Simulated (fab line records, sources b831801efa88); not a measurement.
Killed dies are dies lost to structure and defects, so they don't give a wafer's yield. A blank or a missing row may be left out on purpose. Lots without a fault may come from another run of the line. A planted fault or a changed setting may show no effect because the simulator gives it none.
A struck lot beside a sound one | flow gf180mcu | 14 steps out of a route of 602
Sound: wafers L667.1, L667.2, L667.3. Struck: wafers L687.3, L687.4, L687.5. The cause comes at the end.
At each step with rows: each side's tool, then ch and its chambers, then its first start. Under that, the readings that differ: sound wafers | struck wafers | difference of the means | sigmas: that difference in standard deviations of wafers without a fault.
alike: readings whose means differ by less than 2 such deviations, and words and numbers that are the same on both sides. not compared: withheld readings, readings that some wafer has no value for, bounds like >300 that may hide the same value, and numbers for which the record gives no deviation and whose values overlap.
The two part at a step that has a row with sigmas, a row that says differs or no value, or rows on one side only. Numbers that don't overlap but have no deviation are shown without sigmas and don't part them. A reading that every wafer of one side lacks parts them only if that side has two wafers or more.

first, 3 steps without rows for these wafers: GF_MVPSD_EXPOSE_04 (exposes mask MVPSD, target cd 1000 nm); GF_MVPSD_PEB_05; GF_MVPSD_DEVELOP_06 (develop time 60 s).
GF_MVPSD_OVL_MEAS_07:
  sound on overlay-02, day 5 14:55; struck on overlay-02, day 10 16:37
  alike: MVPSD_OVL
then, 2 steps without rows for these wafers: GF_MVPSD_IMPLANT_08; GF_MVPSD_IMPLANT_09.
GF_MVPSD_STRIP_10: strips in O2/N2.
  sound on plasma_asher-03 ch 0,1, day 5 15:15; struck on plasma_asher-02 ch 0,1, day 10 16:59
  alike: drypump_motor_current_A, heater_power_w, oes_product_au, strip_time_to_endpoint_s
  not compared: rf_hours_counter_h
GF_MVPSD_TW_MEAS_11:
  sound on film_metro-03, day 5 15:21; struck on film_metro-01, day 10 17:04
  alike: MVPSD_TW
then, 4 steps without rows for these wafers: GF_VT_IMPLANT_DEHYDRATE_00 (time 60 s); GF_VT_IMPLANT_HMDS_01 (prime time 60 s); GF_VT_IMPLANT_COAT_02 (resist thk 1000 nm); GF_VT_IMPLANT_SOFTBAKE_03 (time 60 s).
GF_VT_IMPLANT_EXPOSE_04: exposes mask LVPWELL LV AREA, target cd 600 nm.
  sound on iline_stepper-01 ch 0, day 5 22:44; struck on iline_stepper-02, day 11 01:41
  no value came back on the struck wafers for exposure_dose_mJ_cm2, focus_offset_nm (nm), reticle_temp_C (C); on the sound wafers exposure_dose_mJ_cm2 reads 139.76 139.98 139.95
  alike: mask
then, 1 step without rows for these wafers: GF_VT_IMPLANT_PEB_05.

WHERE THEY PART
Only at GF_VT_IMPLANT_EXPOSE_04, within this record.

WHY: what the simulator had put in
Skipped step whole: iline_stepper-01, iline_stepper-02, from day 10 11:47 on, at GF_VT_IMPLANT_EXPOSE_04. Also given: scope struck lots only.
